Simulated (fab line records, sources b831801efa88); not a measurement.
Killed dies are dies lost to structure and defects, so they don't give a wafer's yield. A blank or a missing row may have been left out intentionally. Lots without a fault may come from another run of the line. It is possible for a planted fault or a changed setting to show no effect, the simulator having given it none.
Comparing a struck lot with a sound one -- flow sky130 -- 43 out of 708 route steps
Sound: wafers L394.2, L394.4, L394.6. Wafers L405.2, L405.3, L405.4 were the ones struck. The cause is given at the end.
Per side, at each step with rows, come the tool, then ch with its chambers, and then its first start. Under that, the readings that differ: sound wafers -- struck wafers -- difference of the means -- sigmas: that difference in standard deviations of wafers without a fault.
alike: a reading whose means differ by less than 2 such deviations, as well as words and numbers matching on both sides. not compared: withheld readings; readings where some wafer has no value; bounds like >300 that might hide an equal value; numbers whose values overlap and for which the record gives no deviation.
A row with sigmas, a row that says differs or no value, or rows on one side alone: a step with any of these is where the two part. Non-overlapping numbers with no deviation appear without sigmas and do not part them. A reading that every wafer of one side lacks parts them only if that side has two wafers or more.

first, 7 steps without rows for these wafers: SKY_SONOS_ONO_DEHYDRATE_06 (time 60 s); SKY_SONOS_ONO_HMDS_07 (prime time 60 s); SKY_SONOS_ONO_COAT_08 (resist thk 1140 nm); SKY_SONOS_ONO_SOFTBAKE_09 (time 60 s); SKY_SONOS_ONO_EXPOSE_10 (exposes mask ONOM, target cd 410 nm); SKY_SONOS_ONO_PEB_11; SKY_SONOS_ONO_DEVELOP_12 (develop time 60 s).
SKY_SONOS_ONO_CD_MEAS_13: the cd target is 410 nm.
  sound: cd-sem-02 at day 12 22:18; struck: cd-sem-02 at day 16 12:51
  alike: cd-nm
SKY_SONOS_ONO_OVL_MEAS_14:
  sound: overlay-02 at day 12 22:25; struck: overlay-02 at day 16 12:58
  alike: SONOS_ONO_OVL
SKY_SONOS_ONO_ETCH_15: etches the open film in CHF3/O2, target depth 19.52 nm, time 7.8 s.
  sound on rie-diel-02 ch 0,3, day 12 22:26; struck on rie-diel-04 ch 0,3, day 16 12:59
  alike: O2_flow_sccm, drypump-motor-current-A, oes-product-au, throttle-valve-pct
  not compared: rf-hours-counter-h
then, 1 step without rows for these wafers: SKY_SONOS_ONO_WET_ETCH_16 (etches SiO2 in dHF, target depth 14 nm, time 280 s).
SKY_SONOS_ONO_STRIP_17: strips in O2/N2.
  sound on plasma-asher-04 ch 0,1, day 12 22:33; struck on plasma-asher-02 ch 0,1, day 16 13:05
  alike: drypump-motor-current-A, oes-product-au, strip-time-to-endpoint-s
  not compared: rf-hours-counter-h
SKY_SONOS_ONO_WET_ETCH_18: etches Si3N4 in H3PO4, target depth 15 nm, time 172 s.
  sound on wet-bench-02 ch 3, day 12 22:39; struck on wet-bench-02 ch 3, day 16 13:11
then, 2 steps without rows for these wafers: SKY_GATE_OXIDE_CLEAN_00 (cleans in SC1/SC2, time 150 s); SKY_GATE_OXIDE_OXIDATION_01 (stabilise 600 s, purge 300 s, target thk 10.268 nm).
SKY_GATE_OXIDE_THK_MEAS_02:
  sound: film-metro-02 at day 13 03:04; struck: film-metro-01 at day 16 18:22
  alike: GATE_OXIDE_OXIDATION_00_THK
then, 7 steps without rows for these wafers: SKY_GATE_OXIDE_DEHYDRATE_03 (time 60 s); SKY_GATE_OXIDE_HMDS_04 (prime time 60 s); SKY_GATE_OXIDE_COAT_05 (resist thk 1140 nm); SKY_GATE_OXIDE_SOFTBAKE_06 (time 60 s); SKY_GATE_OXIDE_EXPOSE_07 (exposes mask LVOM, target cd 600 nm); SKY_GATE_OXIDE_PEB_08; SKY_GATE_OXIDE_DEVELOP_09 (develop time 60 s).
SKY_GATE_OXIDE_OVL_MEAS_10:
  sound: overlay-01 at day 14 04:32; struck: overlay-01 at day 17 22:52
  alike: GATE_OXIDE_OVL
then, 2 steps without rows for these wafers: SKY_GATE_OXIDE_IMPLANT_11; SKY_GATE_OXIDE_WET_ETCH_12 (etches SiO2 in dHF, target depth 16.8 nm, time 336 s).
SKY_GATE_OXIDE_STRIP_13: strips in O2/N2.
  sound on plasma-asher-01 ch 1, day 14 04:49; struck on plasma-asher-01 ch 0,1, day 17 23:10
reading,sound,struck,difference,sigmas
strip-time-to-endpoint-s (s),14.24 14.20 14.20,14.15 14.10 14.15,-0.08,-2
  alike: drypump-motor-current-A, oes-product-au
  not compared: rf-hours-counter-h
SKY_GATE_OXIDE_TW_MEAS_14:
  sound: film-metro-01 at day 14 04:56; struck: film-metro-04 at day 17 23:16
  alike: GATE_OXIDE_TW
then, 3 steps without rows for these wafers: SKY_GATE_OXIDE_CLEAN_15 (cleans in SC1/SC2, time 150 s); SKY_GATE_OXIDE_OXIDATION_16 (stabilise 600 s, purge 300 s, target thk 3.57 nm); SKY_POLY_GATE_CVD_00 (deposits poly-Si, target thk 180 nm, time 720 s).
SKY_POLY_GATE_THK_MEAS_01:
  sound: film-metro-04 at day 15 09:53; struck: film-metro-01 at day 18 10:19
  alike: POLY_GATE_CVD_00_THK
then, 8 steps without rows for these wafers: SKY_RES_PROTECT_DEHYDRATE_00 (time 60 s); SKY_RES_PROTECT_HMDS_01 (prime time 60 s); SKY_RES_PROTECT_COAT_02 (resist thk 1140 nm); SKY_RES_PROTECT_SOFTBAKE_03 (time 60 s); SKY_RES_PROTECT_EXPOSE_04 (exposes mask RPM, target cd 1270 nm); SKY_RES_PROTECT_PEB_05; SKY_RES_PROTECT_DEVELOP_06 (develop time 60 s); SKY_POLY_GATE_IMPLANT_02.
SKY_RES_PROTECT_STRIP_07: strips in O2/N2.
  sound on plasma-asher-02 ch 0,1, day 16 12:23; struck on plasma-asher-03 ch 0,1, day 19 16:29
  alike: drypump-motor-current-A, oes-product-au, strip-time-to-endpoint-s
  not compared: rf-hours-counter-h
SKY_RES_PROTECT_TW_MEAS_08:
  sound: film-metro-03 at day 16 12:29; struck: film-metro-02 at day 19 16:35
  alike: POLY_GATE_TW
-- here the record skips 29 days between the struck wafers' starts before and after, leaving off in module RES_PROTECT and picking up in module PAD_OPEN (first step shown: number 708 of the route) --
SKY_PAD_OPEN_PROBE_99:
  sound: prober-02 at day 47 10:49; struck: prober-02 at day 48 23:40
reading,sound,struck,difference,sigmas
killed-at-front-end,24 15 21,58 48 52,+33,+7
killed-dies,81 92 76,128 120 122,+40,+4
  alike: killed_at_M0_to_M3, killed_at_M4_up, killed-at-contacts, killed-at-other, killed-open, killed-short

## WHERE THEY PART
At SKY_GATE_OXIDE_STRIP_13 first; at SKY_PAD_OPEN_PROBE_99 last (within this record only).

WHY: the cause the simulator had injected
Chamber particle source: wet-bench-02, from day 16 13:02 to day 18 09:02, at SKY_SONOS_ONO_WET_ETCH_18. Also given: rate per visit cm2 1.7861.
